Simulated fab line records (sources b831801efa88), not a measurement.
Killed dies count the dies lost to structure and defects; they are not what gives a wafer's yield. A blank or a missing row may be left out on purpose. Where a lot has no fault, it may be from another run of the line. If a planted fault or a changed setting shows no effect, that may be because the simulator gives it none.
A lot that was struck, set against a sound lot    flow gf180mcu    33 steps out of a route of 602
Sound: these wafers, L606.1, L606.2, L606.6. Wafers struck: L622.3, L622.4, L622.5. At the end, the cause is stated.
Each step with rows lists, per side, the tool, then ch with its chambers, then its first start. Under that, the readings that differ: sound wafers    struck wafers    difference of the means    sigmas: that difference in standard deviations of wafers without a fault.
alike: a reading whose means differ by less than 2 such deviations, as well as words and numbers matching on both sides. not compared: withheld readings; readings where some wafer has no value; bounds like >300 that might hide an equal value; numbers whose values overlap and for which the record gives no deviation.
The two part at a step that has a row with sigmas, a row that says differs or no value, or rows on one side only. Non-overlapping numbers with no deviation appear without sigmas and do not part them. A reading missing from all wafers of one side parts the sides only when that side holds two or more wafers.

GF_HV_LDD_STRIP_22: strips in O2/N2.
  sound on plasma-asher-01 ch 0,1, day 11 13:03; struck on plasma-asher-02 ch 0,1, day 16 13:44
  alike: drypump-motor-current-A, heater-power-w, n2-flow-sccm, oes-product-au, strip-time-to-endpoint-s
  not compared: rf-hours-counter-h
GF_HV_LDD_TW_MEAS_23:
  sound: film-metro-02 at day 11 13:09; struck: film-metro-01 at day 16 13:49
reading      sound           struck          difference  sigmas
HV_LDD_2_TW  1054 1047 1048  1068 1070 1067  +19         +2
then, 7 steps without rows for these wafers: GF_HV_LDD_DEHYDRATE_24 (time 60 s); GF_HV_LDD_HMDS_25 (prime time 60 s); GF_HV_LDD_COAT_26 (resist thk 1000 nm); GF_HV_LDD_SOFTBAKE_27 (time 60 s); GF_HV_LDD_EXPOSE_28 (exposes mask Nplus HV AREA, target cd 400 nm); GF_HV_LDD_PEB_29; GF_HV_LDD_DEVELOP_30 (develop time 60 s).
GF_HV_LDD_CD_MEAS_31 targets a cd of 400 nm.
  sound: cd-sem-01 at day 12 08:35; struck: cd-sem-01 at day 17 12:42
  alike: cd-nm
GF_HV_LDD_OVL_MEAS_32:
  sound: overlay-01 at day 12 08:43; struck: overlay-02 at day 17 12:47
  alike: HV_LDD_02_OVL
after that, 1 step had no rows for these wafers: GF_HV_LDD_IMPLANT_33.
GF_HV_LDD_IMPLANT_34:
  sound on implanter-01 ch 0, day 12 08:54; struck on implanter-01 ch 0, day 17 13:01
reading             sound                      struck                         difference  sigmas
dose-ions-cm2       7.5e+12 7.5e+12 7.499e+12  9.841e+12 9.844e+12 9.854e+12  +2.347e+12  +99 or more
faraday-current-uA  41.2 41.0 43.6             55.5 53.9 54.6                 +12.7       +15
  alike: tilt-deg
then, 2 steps without rows for these wafers: GF_HV_LDD_IMPLANT_35; GF_HV_LDD_IMPLANT_36.
GF_HV_LDD_STRIP_37: strips in O2/N2.
  sound on plasma-asher-04 ch 0,1, day 12 09:21; struck on plasma-asher-01 ch 0,1, day 17 13:27
  alike: drypump-motor-current-A, heater-power-w, n2-flow-sccm, oes-product-au, strip-time-to-endpoint-s
  not compared: rf-hours-counter-h
GF_HV_LDD_TW_MEAS_38:
  sound: film-metro-03 at day 12 09:27; struck: film-metro-03 at day 17 13:32
reading      sound           struck          difference  sigmas
HV_LDD_3_TW  1419 1416 1425  1463 1471 1468  +47         +4
then, 7 steps without rows for these wafers: GF_HV_LDD_DEHYDRATE_39 (time 60 s); GF_HV_LDD_HMDS_40 (prime time 60 s); GF_HV_LDD_COAT_41 (resist thk 1000 nm); GF_HV_LDD_SOFTBAKE_42 (time 60 s); GF_HV_LDD_EXPOSE_43 (exposes mask Pplus HV AREA, target cd 400 nm); GF_HV_LDD_PEB_44; GF_HV_LDD_DEVELOP_45 (develop time 60 s).
GF_HV_LDD_CD_MEAS_46 targets a cd of 400 nm.
  sound: cd-sem-02 at day 13 04:50; struck: cd-sem-01 at day 18 13:12
  alike: cd-nm
GF_HV_LDD_OVL_MEAS_47:
  sound: overlay-02 at day 13 04:58; struck: overlay-02 at day 18 13:17
  alike: HV_LDD_03_OVL
after that, 1 step had no rows for these wafers: GF_HV_LDD_IMPLANT_48.
GF_HV_LDD_STRIP_49: strips in O2/N2.
  sound on plasma-asher-01 ch 0,1, day 13 05:09; struck on plasma-asher-02 ch 0,1, day 18 13:30
  alike: drypump-motor-current-A, heater-power-w, n2-flow-sccm, oes-product-au, strip-time-to-endpoint-s
  not compared: rf-hours-counter-h
GF_HV_LDD_TW_MEAS_50:
  sound: film-metro-02 at day 13 05:15; struck: film-metro-02 at day 18 13:35
  alike: HV_LDD_4_TW
then, 1 step without rows for these wafers: GF_HV_LDD_CLEAN_51 (cleans in SC1/SC2, time 150 s).
GF_HV_LDD_RTA_52: time 10 s.
  sound on rtp-anneal-01 ch 0, day 13 05:22; struck on rtp-anneal-02 ch 0, day 18 13:42
reading             sound     struck    difference  sigmas
lamp-power-pct (%)  38 38 38  31 31 31  -7          -2
  alike: wafer_temp_C_max
GF_HV_LDD_RS_MEAS_53: the measuring method here is four-point-probe.
  sound: film-metro-02 at day 13 05:25; struck: film-metro-03 at day 18 14:04
reading             sound              struck             difference  sigmas
HV_LDD_RS (ohm/sq)  412.2 413.0 412.6  407.4 407.6 406.6  -5.4        -7
  not compared: hold
-- record jumps: 15 days separate the struck wafers' starts on either side; left off in module HV_LDD, taken up again in module PASSIVATION, whose first shown step is the route's number 602 --
GF_PASSIVATION_PROBE_99:
  rows exist in the record for the struck wafers here (prober-01, day 34 00:12), but not for the sound ones

== WHERE THEY PART ==
Earliest at GF_HV_LDD_TW_MEAS_23; latest, in this record, at GF_PASSIVATION_PROBE_99.

WHY: the cause the simulator had injected
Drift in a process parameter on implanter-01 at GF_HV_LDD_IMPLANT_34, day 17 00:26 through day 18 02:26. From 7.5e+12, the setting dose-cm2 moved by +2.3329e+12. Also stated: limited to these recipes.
